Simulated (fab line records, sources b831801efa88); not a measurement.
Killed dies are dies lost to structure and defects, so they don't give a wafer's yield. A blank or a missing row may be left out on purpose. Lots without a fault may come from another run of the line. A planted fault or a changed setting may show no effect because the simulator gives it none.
Chamber matching | flow sky130 | SKY_VIA3_CMP_02 on cmp-01: 4 sister chambers
The step polishes SiO2. 8 wafers are shown with their chamber, then 12 later ones without.

WAFERS WITH THEIR CHAMBER
wafer  | chamber | motor_current_A (A)
L085.5 | 3       | 13.0
L089.5 | 0       | 13.4
L092.2 | 2       | 11.5
L092.4 | 1       | 13.8
L092.5 | 2       | 12.5
L092.1 | 3       | 12.3
L092.3 | 0       | 13.8
L092.6 | 1       | 14.0

WAFERS WITHOUT THEIR CHAMBER
wafer  | motor_current_A (A)
L090.2 | 12.7
L090.3 | 15.0
L090.5 | 13.9
L093.1 | 12.0
L093.2 | 14.0
L093.4 | 12.6
L096.1 | 12.6
L096.2 | 14.1
L096.5 | 12.7
L096.3 | 12.6
L096.4 | 13.5
L096.6 | 12.8

WHICH CHAMBER EACH WENT THROUGH
wafer  | from the rows above          | in truth
L090.2 | can't be placed: 3 or 2 or 0 | 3
L090.3 | can't be placed: 1 or 0      | 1
L090.5 | can't be placed: 1 or 0      | 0
L093.1 | can't be placed: 2 or 3      | 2
L093.2 | can't be placed: 1 or 0      | 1
L093.4 | can't be placed: 3 or 2      | 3
L096.1 | can't be placed: 3 or 2      | 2
L096.2 | can't be placed: 1 or 0      | 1
L096.5 | can't be placed: 3 or 2 or 0 | 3
L096.3 | can't be placed: 3 or 2      | 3
L096.4 | can't be placed: 0 or 1 or 3 | 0
L096.6 | can't be placed: 3 or 0 or 2 | 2
Placed correctly: 0 of 12. Can't be placed from these rows: 12 (the true chamber is among the candidates in 12). Placed wrongly: 0.
How it was worked out, from the rows above alone: a wafer's distance from a chamber is the root of the sum, over the readings, of the square of ((its reading less the chamber's mean) divided by the reading's scatter). The wafer belongs to the nearest chamber; if the next one is less than 2 further off, it can't be placed. A chamber's mean is the mean of its shown wafers. The scatter: the root of (the sum of the squares of (reading less its chamber's mean) over the shown wafers, divided by (wafers less chambers)).
